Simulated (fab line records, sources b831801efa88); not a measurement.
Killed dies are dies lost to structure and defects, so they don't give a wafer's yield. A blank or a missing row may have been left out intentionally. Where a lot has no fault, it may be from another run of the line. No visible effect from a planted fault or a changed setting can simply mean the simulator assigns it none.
The tool behind it: which one? + flow sky130 + 7 lots with 21 wafers sampled at 2 steps, on a route of 708 steps

== WHAT THE GAUGES SHOWED, per wafer ==
SKY_VT_ADJUST_HVTP_TW_MEAS_11.
| lot  | measured     | on            | VT_ADJUST_HVTP_TW             |
|------|--------------|---------------|-------------------------------|
| L955 | day 6 06:30  | film_metro-04 | 1389 1386 1389                |
| L957 | day 6 19:43  | film_metro-02 | 1360 1362 1357                |
| L961 | day 7 18:44  | film_metro-04 | 1212 1376 1378 1217 1377 1376 |
| L967 | day 9 05:16  | film_metro-03 | 1367 1365 1361                |
| L971 | day 10 06:27 | film_metro-03 | 1368 1360 1362                |
| L974 | day 11 04:13 | film_metro-03 | 1362 1361 1359                |
| L976 | day 11 14:09 | film_metro-04 | 1378 1369 1370                |

== EACH LOT AND THE TOOL THAT RAN IT (in order: tool; ch and the chambers of the sampled wafers; start) ==
| lot  | SKY_VT_ADJUST_HVTP_IMPLANT_09   |
|------|---------------------------------|
| L955 | implanter-01 ch 0, day 6 06:15  |
| L957 | implanter-02 ch 0, day 6 19:28  |
| L961 | implanter-03 ch 0, day 7 18:30  |
| L967 | implanter-02 ch 0, day 9 05:02  |
| L971 | implanter-01 ch 0, day 10 06:12 |
| L974 | implanter-02 ch 0, day 11 03:59 |
| L976 | implanter-02 ch 0, day 11 13:54 |
- SKY_VT_ADJUST_HVTP_IMPLANT_09

== THE ANSWER, worked out from the rows above alone ==
Rule: usual is defined by the lots themselves. The widest of any qualifying gaps counts: lots, ordered by their means at a reading, are off when they make up no more than a third of the lots, leave a main group of 4 or more, and stand apart from it by 3 or more times the standard deviation of that group's means. A main group whose means are all the same, to the digits that the tables above print for the reading, isn't used. Also off: a lot with no number at a reading for which 4 or more lots have one. The other lots that the step has rows for count as sound.
Off: L961, at SKY_VT_ADJUST_HVTP_TW_MEAS_11 (VT_ADJUST_HVTP_TW). The main group: mean 1368, standard deviation 9.8.
A tool fits if, at a process step before that reading, it ran every lot that is off, and no sound lot after the first of them. Those tools and the gauges at SKY_VT_ADJUST_HVTP_TW_MEAS_11 are tried in the same way. One candidate fits, namely implanter-03 at SKY_VT_ADJUST_HVTP_IMPLANT_09. It ran no sound lot before its first lot that is off in this sample, so the start can't be narrowed down.

== WHAT HAD BEEN PUT IN BY THE SIMULATOR ==
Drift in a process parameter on implanter-03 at SKY_VT_ADJUST_HVTP_IMPLANT_09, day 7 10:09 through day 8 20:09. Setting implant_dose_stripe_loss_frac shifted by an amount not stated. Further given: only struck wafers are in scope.
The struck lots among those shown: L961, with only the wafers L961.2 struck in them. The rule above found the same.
